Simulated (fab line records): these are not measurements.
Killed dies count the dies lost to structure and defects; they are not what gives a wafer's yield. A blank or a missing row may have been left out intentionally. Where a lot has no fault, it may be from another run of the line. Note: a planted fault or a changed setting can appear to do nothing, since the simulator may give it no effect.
Which of the tools did it? :: flow sky130 :: 39 wafers from 13 lots sampled at 3 of the route's 708 steps

== WHAT THE GAUGES READ, wafer by wafer ==
SKY_GATE_OXIDE_THK_MEAS_02.
lot: L177
measured: day 13 01:24
on: filmMetro-02
GATE_OXIDE_OXIDATION_00_THK (nm): 10.08 10.07 10.16

lot: L178
measured: day 13 13:40
on: filmMetro-01
GATE_OXIDE_OXIDATION_00_THK (nm): 9.86 9.76 9.77

lot: L179
measured: day 13 13:40
on: filmMetro-04
GATE_OXIDE_OXIDATION_00_THK (nm): 10.06 10.04 10.03

lot: L180
measured: day 14 03:00
on: filmMetro-02
GATE_OXIDE_OXIDATION_00_THK (nm): 10.38 10.48 10.31

lot: L181
measured: day 14 08:43
on: filmMetro-01
GATE_OXIDE_OXIDATION_00_THK (nm): 10.43 10.36 10.48

lot: L182
measured: day 14 19:17
on: filmMetro-02
GATE_OXIDE_OXIDATION_00_THK (nm): 10.27 10.35 10.27

lot: L185
measured: day 15 15:54
on: filmMetro-04
GATE_OXIDE_OXIDATION_00_THK (nm): 9.88 9.94 10.03

lot: L191
measured: day 18 02:50
on: filmMetro-02
GATE_OXIDE_OXIDATION_00_THK (nm): 10.15 10.29 10.13

lot: L193
measured: day 18 21:07
on: filmMetro-01
GATE_OXIDE_OXIDATION_00_THK (nm): 10.30 10.46 10.42

lot: L195
measured: day 19 05:28
on: filmMetro-01
GATE_OXIDE_OXIDATION_00_THK (nm): 10.56 10.41 10.37

lot: L197
measured: day 19 23:31
on: filmMetro-04
GATE_OXIDE_OXIDATION_00_THK (nm): 10.32 10.54 10.43

lot: L198
measured: day 20 09:14
on: filmMetro-02
GATE_OXIDE_OXIDATION_00_THK (nm): 10.11 10.23 10.27

lot: L199
measured: day 21 07:10
on: filmMetro-02
GATE_OXIDE_OXIDATION_00_THK (nm): 10.17 10.19 10.30

SKY_POLY_GATE_CD_MEAS_22.
lot: L177
measured: day 16 19:29
on: cdSem-01
cdNm (nm): 148.8 151.2 149.0

lot: L178
measured: day 17 07:19
on: cdSem-01
cdNm (nm): 149.2 148.6 150.2

lot: L179
measured: day 17 10:47
on: cdSem-02
cdNm (nm): 147.6 150.5 148.4

lot: L180
measured: day 17 22:35
on: cdSem-02
cdNm (nm): 144.7 146.3 147.7

lot: L181
measured: day 18 07:04
on: cdSem-01
cdNm (nm): 148.2 148.4 148.2

lot: L182
measured: day 18 15:20
on: cdSem-01
cdNm (nm): 148.6 148.6 148.1

lot: L185
measured: day 19 18:39
on: cdSem-01
cdNm (nm): 150.5 150.9 152.0

lot: L191
measured: day 22 06:37
on: cdSem-01
cdNm (nm): 149.8 153.8 150.0

lot: L193
measured: day 22 22:58
on: cdSem-02
cdNm (nm): 151.4 148.5 147.5

lot: L195
measured: day 23 08:34
on: cdSem-02
cdNm (nm): 152.4 153.0 153.8

lot: L197
measured: day 24 03:08
on: cdSem-02
cdNm (nm): 150.6 152.0 147.9

lot: L198
measured: day 24 10:31
on: cdSem-01
cdNm (nm): 150.6 148.0 148.2

lot: L199
measured: day 25 08:08
on: cdSem-01
cdNm (nm): 151.3 150.1 151.2

== EACH LOT AND THE TOOL THAT RAN IT (in order: tool; ch and the chambers of the sampled wafers; start) ==
lot: L177
SKY_POLY_GATE_ETCH_15: rieDiel-01 ch 0,2, day 16 16:11

lot: L178
SKY_POLY_GATE_ETCH_15: rieDiel-03 ch 1,3, day 17 05:16

lot: L179
SKY_POLY_GATE_ETCH_15: rieDiel-04 ch 1,2,3, day 17 06:47

lot: L180
SKY_POLY_GATE_ETCH_15: rieDiel-03 ch 2,3, day 17 20:26

lot: L181
SKY_POLY_GATE_ETCH_15: rieDiel-03 ch 1,2,3, day 18 04:17

lot: L182
SKY_POLY_GATE_ETCH_15: rieDiel-04 ch 0,2, day 18 13:28

lot: L185
SKY_POLY_GATE_ETCH_15: rieDiel-04 ch 1,2,3, day 19 14:53

lot: L191
SKY_POLY_GATE_ETCH_15: rieDiel-01 ch 1,2,3, day 22 04:55

lot: L193
SKY_POLY_GATE_ETCH_15: rieDiel-03 ch 2,3, day 22 21:16

lot: L195
SKY_POLY_GATE_ETCH_15: rieDiel-04 ch 0,2,3, day 23 06:32

lot: L197
SKY_POLY_GATE_ETCH_15: rieDiel-04 ch 1,2,3, day 24 01:26

lot: L198
SKY_POLY_GATE_ETCH_15: rieDiel-01 ch 0,2,3, day 24 08:47

lot: L199
SKY_POLY_GATE_ETCH_15: rieDiel-01 ch 2,3, day 25 06:23
- SKY_POLY_GATE_ETCH_15: etches BARC in N2/H2, stops on SiO2, time 118.5 s, target depth 110 nm.

== WHAT THE TOOLS THEMSELVES READ (means of the sampled wafers that have a number; where no wafer has one, the mark that the record gives instead) ==
SKY_POLY_GATE_ETCH_15.
lot: L177
tool: rieDiel-01
drypumpMotorCurrentA (A): 6.0
oesProductAu (a.u.): 0.720
throttleValvePct (%): 13.208

lot: L178
tool: rieDiel-03
drypumpMotorCurrentA (A): 5.8
oesProductAu (a.u.): 0.714
throttleValvePct (%): 13.214

lot: L179
tool: rieDiel-04
drypumpMotorCurrentA (A): 5.9
oesProductAu (a.u.): 0.720
throttleValvePct (%): 13.216

lot: L180
tool: rieDiel-03
drypumpMotorCurrentA (A): 6.2
oesProductAu (a.u.): 0.717
throttleValvePct (%): 13.212

lot: L181
tool: rieDiel-03
drypumpMotorCurrentA (A): 5.7
oesProductAu (a.u.): 0.716
throttleValvePct (%): 13.208

lot: L182
tool: rieDiel-04
drypumpMotorCurrentA (A): 6.2
oesProductAu (a.u.): 0.713
throttleValvePct (%): 13.217

lot: L185
tool: rieDiel-04
drypumpMotorCurrentA (A): 5.9
oesProductAu (a.u.): 0.716
throttleValvePct (%): 13.209

lot: L191
tool: rieDiel-01
drypumpMotorCurrentA (A): 6.0
oesProductAu (a.u.): 0.712
throttleValvePct (%): 13.214

lot: L193
tool: rieDiel-03
drypumpMotorCurrentA (A): 5.6
oesProductAu (a.u.): 0.716
throttleValvePct (%): 13.215

lot: L195
tool: rieDiel-04
drypumpMotorCurrentA (A): 6.2
oesProductAu (a.u.): 0.720
throttleValvePct (%): 13.215

lot: L197
tool: rieDiel-04
drypumpMotorCurrentA (A): 5.9
oesProductAu (a.u.): 0.717
throttleValvePct (%): 13.216

lot: L198
tool: rieDiel-01
drypumpMotorCurrentA (A): 6.0
oesProductAu (a.u.): 0.714
throttleValvePct (%): 13.205

lot: L199
tool: rieDiel-01
drypumpMotorCurrentA (A): 6.1
oesProductAu (a.u.): 0.717
throttleValvePct (%): 13.214

== THE ANSWER, worked out from the rows above alone ==
Rule: what is usual is taken from the lots themselves. The widest of any qualifying gaps counts: lots, ordered by their means at a reading, are off when they make up no more than a third of the lots, leave a main group of 4 or more, and stand apart from it by 3 or more times the standard deviation of that group's means. The tables above print the reading to a certain number of digits; a main group whose means all agree to those digits is not used. A lot without any number at a reading at which 4 lots or more have one is off too. All remaining lots with rows at the step are treated as sound. The gauges are gone through in route order, then the tools' own readings, and for those a lot's mean is taken as printed above. The first step at which some lot is off is used, and at that step the reading that is off furthest; a lot without a number counts as furthest.
Across all readings shown, no lot is off: no conclusion can be drawn from this.

== WHAT HAD BEEN PUT IN BY THE SIMULATOR ==
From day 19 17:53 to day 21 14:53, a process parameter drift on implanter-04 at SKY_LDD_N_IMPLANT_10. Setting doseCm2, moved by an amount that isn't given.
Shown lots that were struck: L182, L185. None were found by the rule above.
